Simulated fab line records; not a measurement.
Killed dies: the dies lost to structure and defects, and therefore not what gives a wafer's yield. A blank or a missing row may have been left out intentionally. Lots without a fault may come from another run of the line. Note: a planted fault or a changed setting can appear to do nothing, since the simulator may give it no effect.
Which of the tools did it? / flow sky130 / 6 lots, 18 wafers sampled, at 3 steps of a route of 708

WHAT THE GAUGES READ, wafer by wafer
SKY_GATE_OXIDE_THK_MEAS_02.
lot=L403; measured=day 13 11:01; on=film_metro-03; GATE_OXIDE_OXIDATION_00_THK (nm)=10.13 10.11 10.14
lot=L408; measured=day 15 06:07; on=film_metro-03; GATE_OXIDE_OXIDATION_00_THK (nm)=10.50 10.43 10.42
lot=L413; measured=day 16 21:57; on=film_metro-02; GATE_OXIDE_OXIDATION_00_THK (nm)=9.99 10.06 10.12
lot=L415; measured=day 17 12:49; on=film_metro-04; GATE_OXIDE_OXIDATION_00_THK (nm)=16.89 16.54 16.83
lot=L417; measured=day 18 04:56; on=film_metro-03; GATE_OXIDE_OXIDATION_00_THK (nm)=10.35 10.29 10.42
lot=L422; measured=day 20 09:37; on=film_metro-02; GATE_OXIDE_OXIDATION_00_THK (nm)=10.22 10.23 10.41

WHAT TOOL EACH LOT RAN ON (gives the tool, then ch and the chambers of the sampled wafers, and finally the start)
lot=L403; SKY_SONOS_ONO_ETCH_15=rie_diel-02 ch 0,2, day 13 07:38; SKY_GATE_OXIDE_OXIDATION_01=furnace-02 ch 0, day 13 09:36
lot=L408; SKY_SONOS_ONO_ETCH_15=rie_diel-02 ch 1,2,3, day 15 02:08; SKY_GATE_OXIDE_OXIDATION_01=furnace-01 ch 0, day 15 04:42
lot=L413; SKY_SONOS_ONO_ETCH_15=rie_diel-03 ch 0,1,2, day 16 18:11; SKY_GATE_OXIDE_OXIDATION_01=furnace-01 ch 0, day 16 20:32
lot=L415; SKY_SONOS_ONO_ETCH_15=rie_diel-02 ch 2,3, day 17 08:53; SKY_GATE_OXIDE_OXIDATION_01=furnace-01 ch 0, day 17 09:12 and furnace-02 ch 0, day 17 11:25
lot=L417; SKY_SONOS_ONO_ETCH_15=rie_diel-01 ch 1,2, day 18 02:26; SKY_GATE_OXIDE_OXIDATION_01=furnace-01 ch 0, day 18 03:32
lot=L422; SKY_SONOS_ONO_ETCH_15=rie_diel-01 ch 0,1,2, day 20 07:53; SKY_GATE_OXIDE_OXIDATION_01=furnace-02 ch 0, day 20 08:12
- SKY_SONOS_ONO_ETCH_15: etches the open film in CHF3/O2, target depth 19.52 nm, time 7.8 s.
- SKY_GATE_OXIDE_OXIDATION_01: stabilise 600 s, purge 300 s, target thk 10.268 nm.

THE ANSWER, worked out from the rows above alone
Rule: usual is defined by the lots themselves. Put in order of their means at a reading, lots are off if they are a third of the lots or fewer, leave a main group of 4 or more, and stand apart from it by a gap of 3 or more times the standard deviation of the main group's means; of several such gaps the widest counts. A main group whose means are all the same, to the digits that the tables above print for the reading, isn't used. Also off: a lot with no number at a reading for which 4 or more lots have one. Any other lot the step has rows for is counted as sound.
Off: L415, at SKY_GATE_OXIDE_THK_MEAS_02 (GATE_OXIDE_OXIDATION_00_THK). Mean 10.25 nm and standard deviation 0.14 in the main group.
If a tool, at a process step before that reading, ran all the lots that are off and no sound lot after the first of them, it fits. Gauges at SKY_GATE_OXIDE_THK_MEAS_02: tried the same way as those tools. Undecided on this evidence; 2 tools fit (rie_diel-02 at SKY_SONOS_ONO_ETCH_15, film_metro-04 at SKY_GATE_OXIDE_THK_MEAS_02).

WHAT THE SIMULATOR HAD INSERTED
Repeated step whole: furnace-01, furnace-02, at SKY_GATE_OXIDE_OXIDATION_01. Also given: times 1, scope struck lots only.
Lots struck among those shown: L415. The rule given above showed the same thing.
